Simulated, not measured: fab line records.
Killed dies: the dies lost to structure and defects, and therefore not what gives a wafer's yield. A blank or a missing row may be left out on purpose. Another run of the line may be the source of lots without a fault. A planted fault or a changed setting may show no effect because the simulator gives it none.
One fault seen from 2 desks    flow gf180mcu    each desk holds nothing but its own numbers, with what lay behind them at the end

## THE METROLOGY DESK
Lot by lot, what the gauges showed, no matter which tool ran the lot: averages of those sampled wafers that carry a number. Marked OUT: a lot whose mean sits more than 4 standard deviations from the usual mean, which makes it out of limits; the brackets give that distance.
Columns: A = V4_W_RS at GF_V4_RS_MEAS_24, usual 0.329 ohm/sq; B = V4_W_THK at GF_V4_THK_MEAS_25, usual 345 nm
lot   first seen here  A      B
L116  day 24 10:02     0.328  345
L118  day 25 05:05     0.329  344
L125  day 27 09:53     0.333  345
L126  day 27 19:31     0.328  345
L128  day 28 05:08     0.327  350
L139  day 31 11:58     0.327  351
This desk found nothing out of limits on any of the 6 lots.

## THE TOOL OWNER'S DESK: pvd-sputter-02
The tool's own readings at GF_MIM_SPUTTER_02 (material AlCu, target thk 450 nm, time 23.9 s): means of the sampled wafers that have a number, for each lot that ran on this tool. Marked OUT: a lot whose mean sits more than 4 standard deviations from the usual mean, which makes it out of limits; the brackets give that distance.
Columns: A = cathode-dc-power-W at GF_MIM_SPUTTER_02, usual 10600 W; B = throttle-valve-pct at GF_MIM_SPUTTER_02, usual 30.1 %
lot   first seen here  A                       B
L116  day 24 10:38     10599                   31.9
L125  day 27 10:29     9974 (-99 or more) OUT  30.2
L128  day 28 05:48     9972 (-99 or more) OUT  30.2
This desk's verdict: out of limits on L125, L128, starting with L125 at day 27 10:29 (cathode-dc-power-W at GF_MIM_SPUTTER_02). In limits: L116.

## ALL TOGETHER
The tool owner's desk had the chance to raise an alarm at day 27 10:29 on L125, L128.
The metrology desk saw nothing out of limits.
The metrology desk has L125, L128 on record, within its limits.
All the named lots went through GF_MIM_SPUTTER_02 on pvd-sputter-02.

## WHAT HAD BEEN PUT IN BY THE SIMULATOR
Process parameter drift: pvd-sputter-02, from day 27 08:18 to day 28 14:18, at GF_MIM_SPUTTER_02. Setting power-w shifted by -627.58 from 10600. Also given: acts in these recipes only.
Struck lots among those shown: L125, L128.
Each desk's first reading out of limits, in hours after the fault started: the tool owner's desk, 2.
